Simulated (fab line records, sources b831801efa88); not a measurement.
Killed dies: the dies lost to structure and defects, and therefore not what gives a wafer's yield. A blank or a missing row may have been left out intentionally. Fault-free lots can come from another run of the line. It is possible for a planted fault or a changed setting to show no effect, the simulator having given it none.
Which of the tools did it?    flow gf180mcu    11 lots with 33 wafers sampled at 4 steps, on a route of 602 steps

WHAT THE GAUGES READ, wafer by wafer
GF_V1_THK_MEAS_03.
lot   measured      on             V1_CVD_02_THK (nm)
L669  day 17 00:38  film-metro-02  840 836 859
L673  day 18 11:25  film-metro-03  847 842 870
L676  day 19 21:51  film-metro-03  849 865 873
L680  day 21 09:02  film-metro-01  856 879 877
L683  day 22 10:38  film-metro-02  934 962 947
L684  day 22 14:40  film-metro-03  853 879 870
L685  day 22 20:48  film-metro-01  940 942 957
L687  day 23 11:34  film-metro-03  846 839 853
L689  day 23 23:05  film-metro-03  862 856 861
L691  day 24 17:05  film-metro-01  843 852 862
L692  day 24 21:07  film-metro-03  853 843 841

GF_V1_OVL_MEAS_15.
lot   measured      on          V1_OVL (nm)
L669  day 17 23:39  overlay-02  -9 -5 -12
L673  day 19 12:31  overlay-02  -2 -1 6
L676  day 20 22:50  overlay-01  6 -4 1
L680  day 22 09:10  overlay-02  10 3 0
L683  day 23 10:02  overlay-02  -9 -6 8
L684  day 23 14:35  overlay-02  5 5 8
L685  day 23 20:11  overlay-02  -7 -3 -1
L687  day 24 10:27  overlay-01  7 6 2
L689  day 24 21:45  overlay-02  0 -6 1
L691  day 25 15:23  overlay-01  -7 -7 9
L692  day 25 18:28  overlay-01  4 9 3

WHICH TOOL RAN EACH LOT (tool, then ch and the chambers of the sampled wafers, then the start)
lot   GF_V1_CVD_02                     GF_V1_CMP_04
L669  pecvd-03 ch 0,1,2, day 17 00:34  cmp-02 ch 0,2,3, day 17 00:41
L673  pecvd-02 ch 0,1, day 18 11:21    cmp-01 ch 1,3, day 18 11:29
L676  pecvd-04 ch 0,1, day 19 21:47    cmp-02 ch 0,1, day 19 21:55
L680  pecvd-02 ch 1,2, day 21 08:56    cmp-01 ch 0,1,3, day 21 09:13
L683  pecvd-02 ch 0,1, day 22 10:34    cmp-02 ch 0,1,3, day 22 10:47
L684  pecvd-03 ch 1,2, day 22 14:36    cmp-01 ch 1,2, day 22 14:44
L685  pecvd-02 ch 0,1,2, day 22 20:44  cmp-01 ch 1,2, day 22 20:55
L687  pecvd-03 ch 1,2, day 23 11:30    cmp-01 ch 0,2,3, day 23 11:38
L689  pecvd-04 ch 0,2, day 23 23:01    cmp-02 ch 0,2,3, day 23 23:14
L691  pecvd-03 ch 1,2, day 24 17:01    cmp-02 ch 0,2,3, day 24 17:12
L692  pecvd-03 ch 0,1,2, day 24 21:04  cmp-01 ch 0,2,3, day 24 21:18
- GF_V1_CVD_02: deposits SiO2 from TEOS, target thk 850 nm, time 94.851 s.
- GF_V1_CMP_04: polishes SiO2.

WHAT THE TOOLS THEMSELVES READ (means of the sampled wafers that have a number; where no wafer has one, the mark that the record gives instead)
GF_V1_CVD_02.
lot   tool      heater-power-w (W)  rf-fwd-power-W (W)
L669  pecvd-03  636                 595.4
L673  pecvd-02  609                 595.4
L676  pecvd-04  616                 598.2
L680  pecvd-02  603                 594.5
L683  pecvd-02  445                 836.0
L684  pecvd-03  586                 596.2
L685  pecvd-02  544                 839.6
L687  pecvd-03  624                 597.7
L689  pecvd-04  668                 595.3
L691  pecvd-03  638                 592.9
L692  pecvd-03  593                 597.6

GF_V1_CMP_04.
lot   tool    motor-current-A (A)  retaining-ring-pressure-frac  time-to-endpoint-s (s)
L669  cmp-02  11.0                 1.007                         80
L673  cmp-01  11.4                 0.999                         86
L676  cmp-02  11.2                 1.005                         87
L680  cmp-01  11.7                 1.004                         94
L683  cmp-02  11.4                 1.000                         123
L684  cmp-01  12.3                 1.005                         90
L685  cmp-01  12.3                 1.006                         124
L687  cmp-01  11.6                 1.000                         83
L689  cmp-02  11.1                 0.998                         91
L691  cmp-02  11.2                 1.000                         87
L692  cmp-01  12.0                 0.997                         87

THE ANSWER, worked out from the rows above alone
Rule: the usual values come from the lots themselves. The widest of any qualifying gaps counts: lots, ordered by their means at a reading, are off when they make up no more than a third of the lots, leave a main group of 4 or more, and stand apart from it by 3 or more times the standard deviation of that group's means. Not used: any main group whose means are identical at the precision the tables above print for the reading. Also off: a lot with no number at a reading for which 4 or more lots have one. Any other lot the step has rows for is counted as sound. The gauges are gone through in route order, then the tools' own readings, and for those a lot's mean is taken as printed above. At the first step where some lot is off, the reading lying furthest off is the one used; lots without a number count as furthest.
Off: L683, L685, at GF_V1_THK_MEAS_03 (V1_CVD_02_THK). Main group: mean 856 nm, sd 9.1.
A tool fits if, at a process step before that reading, it ran every lot that is off, and no sound lot after the first of them. The gauges at GF_V1_THK_MEAS_03 aren't tried: what is off there is off at GF_V1_CVD_02 too, on other tools, and a gauge's error can't cause that. One fits: pecvd-02 at GF_V1_CVD_02. Its last sound lot is L680 (day 21 08:56), its first lot that is off L683 (day 22 10:34): a fault that began between those two fits.
The tool's own readings at GF_V1_CVD_02 bear it out: on the lots that are off they differ by more than 5 times the standard deviation of the sound lots' means. heater-power-w reads 494 W there against 619 W on the sound lots; rf-fwd-power-W reads 837.8 W there against 595.9 W on the sound lots.

WHAT THE SIMULATOR HAD INSERTED
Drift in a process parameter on pecvd-02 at GF_V1_CVD_02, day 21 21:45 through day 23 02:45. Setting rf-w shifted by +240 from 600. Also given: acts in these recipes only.
Lots struck among those shown: L683, L685. The rule above found the same.
